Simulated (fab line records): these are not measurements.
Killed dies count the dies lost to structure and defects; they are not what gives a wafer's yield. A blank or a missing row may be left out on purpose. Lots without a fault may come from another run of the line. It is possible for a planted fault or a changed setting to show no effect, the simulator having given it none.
Struck lot and sound lot, side by side / flow sky130 / 35 out of 708 route steps
Sound: wafers L487.1, L487.3, L487.4. Struck: wafers L478.2, L478.6. (L478.4 of the same lot was not struck and is left out.) The cause comes at the end.
For every step that has rows: the tool of each side, followed by ch and its chambers, followed by its first start. Under that, the readings that differ: sound wafers / struck wafers / difference of the means / sigmas: that difference in standard deviations of wafers without a fault.
alike: readings whose means differ by less than 2 such deviations, and words and numbers that are the same on both sides. not compared: withheld readings, readings that some wafer has no value for, bounds like >300 that may hide the same value, and numbers for which the record gives no deviation and whose values overlap.
A row with sigmas, a row that says differs or no value, or rows on one side alone: a step with any of these is where the two part. When numbers do not overlap yet have no deviation, they are printed without sigmas and do not part them. Lack of a reading on every wafer of one side parts them only where that side has two or more wafers.

first, 9 steps without rows for these wafers: SKY_METAL4_DESCUM_15 (chemistry O2, time 8 s); SKY_METAL4_ETCH_16 (etches BARC in N2/H2, stops on SiO2, time 88.2 s, target depth 60 nm); SKY_METAL4_ETCH_17 (etches SiO2 in C4F8/O2/Ar, stops on TiN, time 3.9 s, target depth 15 nm); SKY_METAL4_METAL_ETCH_18 (etches the open film in Cl2/BCl3, stops on SiO2, target depth 845 nm, time 183.1 s); SKY_METAL4_STRIP_19 (strips in O2/N2); SKY_METAL4_STRIP_20 (strips in post etch residue remover, time 1200 s); SKY_METAL4_CLEAN_21 (cleans in IPA, time 180 s); SKY_METAL4_CLEAN_22 (cleans in O3/DIW); SKY_VIA4_HDPCVD_00 (deposits SiO2, target thk 1750 nm, time 291.7 s).
SKY_VIA4_CMP_02: polishes SiO2.
  sound on cmp-02 ch 1,2,3, day 46 19:58; struck on cmp-01 ch 0,3, day 44 22:45
reading=model.SiO2_of_VIA4_HDPCVD_00.thk_nm (nm); sound=579.5 579.6 580.2; struck=521.7 520.8; difference=-58.5; sigmas=
  alike: head_pressure_psi, motor_current_A
SKY_VIA4_BOW_MEAS_03:
  struck on film_metro-02, day 44 23:16; sound on film_metro-03, day 46 20:16
reading=VIA4_BOW (um); sound=85 91 81; struck=- -; difference=no value on the struck wafers; sigmas=
  not compared: hold
then, 6 steps without rows for these wafers: SKY_VIA4_HMDS_05 (prime time 60 s); SKY_VIA4_COAT_06 (resist thk 1140 nm); SKY_VIA4_SOFTBAKE_07 (time 60 s); SKY_VIA4_EXPOSE_08 (exposes mask VIM4, target cd 800 nm); SKY_VIA4_PEB_09; SKY_VIA4_DEVELOP_10 (develop time 60 s).
SKY_VIA4_ETCH_12: etches SiO2 in C4F8/O2/Ar, stops on TiN, target depth 580 nm.
  sound on rie_diel-02 ch 0,1,2, day 47 16:00; struck on rie_diel-01 ch 0,3, day 45 20:14
reading=oes_product_au (a.u.); sound=0.936 0.919 0.934; struck=0.872 0.870; difference=-0.059; sigmas=-12
reading=model.VIA4.feature_depth_nm (nm); sound=579.5 579.6 580.2; struck=521.7 520.8; difference=-58.5; sigmas=
reading=model.etch.depth_nm (nm); sound=579.5 579.6 580.2; struck=521.7 520.8; difference=-58.5; sigmas=
then, 15 steps without rows for these wafers: SKY_VIA4_STRIP_13 (strips in O2/N2); SKY_VIA4_STRIP_14 (strips in post etch residue remover, time 1200 s); SKY_VIA4_CLEAN_15 (cleans in IPA, time 180 s); SKY_VIA4_CLEAN_16 (cleans in O3/DIW); SKY_VIA4_SPUTTER_17 (material TiN, target thk 20 nm, time 80 s); SKY_VIA4_CVD_18 (deposits W, target thk 505 nm, time 152.14 s); SKY_VIA4_CMP_21 (polishes, stops on SiO2, t overpolish 25 s, target thk 0 nm); SKY_METAL5_SPUTTER_00 (material Ti, target thk 15 nm, time 10 s); SKY_METAL5_SPUTTER_01 (material TiN, target thk 20 nm, time 16.7 s); SKY_METAL5_SPUTTER_02 (material AlCu, target thk 1150 nm, time 61.2 s); SKY_METAL5_SPUTTER_03 (material Ti, target thk 5 nm, time 3.3 s); SKY_METAL5_SPUTTER_04 (material TiN, target thk 70 nm, time 58.3 s); SKY_METAL5_DEHYDRATE_07 (time 60 s); SKY_METAL5_HMDS_08 (prime time 60 s); SKY_METAL5_COAT_09 (resist thk 1800 nm).
SKY_METAL5_METAL_ETCH_15: etches the open film in Cl2/BCl3, stops on SiO2, target depth 1260 nm, time 252 s.
  sound on rie_metal-01 ch 0,1, day 48 12:45; struck on rie_metal-02 ch 1, day 46 18:20
reading=model.SiO2_of_VIA4_HDPCVD_00.thk_nm (nm); sound=549.2 548.8 550.1; struck=490.9 490.1; difference=-58.9; sigmas=
  alike: drypump_motor_current_A, oes_product_au, throttle_valve_pct
  not compared: rf_hours_counter_h
SKY_PAD_OPEN_PROBE_99:
  struck on prober-02, day 48 13:05; sound on prober-01, day 50 03:59
  alike: defect_limited_yield, killed_at_M0_to_M3, killed_at_M4_up, killed_at_contacts, killed_at_front_end, killed_at_other, killed_dies, killed_open, killed_short, sort_bin_3_pad_short, sort_bin_5_function, sort_bin_6_memory, sort_n_pass, sort_yield_pct
  not compared: hold

## WHERE THEY PART
First at SKY_VIA4_BOW_MEAS_03; last, within this record, at SKY_VIA4_ETCH_12. Later steps at which nothing parts them and some readings are alike: SKY_METAL5_METAL_ETCH_15, SKY_PAD_OPEN_PROBE_99.

WHY: whatever the simulator had introduced
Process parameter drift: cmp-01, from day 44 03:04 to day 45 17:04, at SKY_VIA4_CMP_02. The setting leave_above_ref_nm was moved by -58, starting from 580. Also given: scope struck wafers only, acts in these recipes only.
